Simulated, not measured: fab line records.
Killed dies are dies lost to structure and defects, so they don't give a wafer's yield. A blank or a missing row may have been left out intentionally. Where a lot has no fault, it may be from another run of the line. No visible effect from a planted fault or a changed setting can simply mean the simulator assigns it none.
Code-filled problem report in 8D (eight disciplines) form	flow sky130	the parts of the form that need people (team, actions taken, sign-off) are left out

1. THE PROBLEM
SKY_METAL5_STRIP_16, stripTimeToEndpointS: mean 15.17 s over 1 wafer from 1 lot; wafers with no fault: 13.05 s, standard deviation 0.098. That puts it +22 standard deviations away from the usual mean.
The step: strips in O2/N2.
First seen on wafer L131.6, day 46 15:20, on plasmaAsher-01. The record has a number at this step for 33 wafers belonging to 11 lots. Rule for "out" (also "out of limits"): further than 4 standard deviations from the usual mean. The rest of the wafers with a number are treated as sound.

2. WHAT IT IS AND WHAT IT IS NOT
question	is	is not
which readings at this step	stripTimeToEndpointS	drypumpMotorCurrentA, o2FlowSccm, oesProductAu
which lots	L131	L121, L122, L125, L136, L137, L138, L139, L141, L142, L144
which wafers of those lots	L131.6	L131.2, L131.5
read on which tools	plasmaAsher-01	plasmaAsher-03, plasmaAsher-04
when	from day 46 15:20	up to then (11 sound wafers); but 21 sound wafers of L136, L137, L138, L139, L141, L142, L144 came after

3. SUSPECTS, AND WHAT RULES EACH OUT
Counting: if a tool at a process step up to the reading ran every lot that is out, it stays a suspect. Sound lots after the first of them don't rule it out here, since some wafers of a struck lot are sound.
- plasmaAsher-04 at SKY_CAP2M_STRIP_14 (strips in O2/N2): kept. It processed L131, the lot that is out, at day 43 18:55, and its most recent sound lot before then was L125 at day 41 23:19.
- pvdSputter-04 at SKY_METAL5_SPUTTER_04 (material TiN, target thk 70 nm, time 58.3 s): kept. It ran the lot that is out, L131 (day 45 18:35).
- lithoTrack-01 at SKY_METAL5_COAT_09 (resist thk 1800 nm): kept. It processed L131, the lot that is out, at day 46 05:44, and its most recent sound lot before then was L125 at day 44 11:08.
- plasmaAsher-01 at SKY_METAL5_STRIP_16 (strips in O2/N2): kept. It processed L131, the lot that is out, at day 46 15:20, and its most recent sound lot before then was L121 at day 43 23:20. Its own readings are out on those wafers: stripTimeToEndpointS.
Left after counting: plasmaAsher-04 at SKY_CAP2M_STRIP_14, pvdSputter-04 at SKY_METAL5_SPUTTER_04, lithoTrack-01 at SKY_METAL5_COAT_09, plasmaAsher-01 at SKY_METAL5_STRIP_16.

4. THE CAUSE (what the simulator had put in)
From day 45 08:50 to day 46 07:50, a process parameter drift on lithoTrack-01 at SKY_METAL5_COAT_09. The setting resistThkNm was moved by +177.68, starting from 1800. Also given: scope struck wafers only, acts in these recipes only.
Counting left 4 suspects, and this tool is among them.

5. SEQUENCE OF EFFECTS, ordered by route
Each row: a reading where the mean over the struck wafers with a number is more than 3 standard deviations away from the usual. Only readings whose record carries a usual standard deviation are examined. hours: median over the lots of the time between each lot's start at the first step of this table that gives one and its start at this step. sigmas: the change, counted in usual standard deviations.
hours	step	reading	usual	on struck wafers	change	sigmas
0	SKY_METAL5_STRIP_16	stripTimeToEndpointS	13.05 s	15.17	+2.12	+22
Its process steps:
- SKY_METAL5_STRIP_16: strips in O2/N2.

6. WHAT WOULD HAVE CAUGHT IT SOONER
In this record the first reading out of limits was taken at day 46 15:20, 30 hours after the fault began at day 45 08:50.
All the lots that are out (1) had begun SKY_METAL5_COAT_09 on lithoTrack-01 by day 46 15:20. Had the tool been put on hold then, not one of them would have been saved.
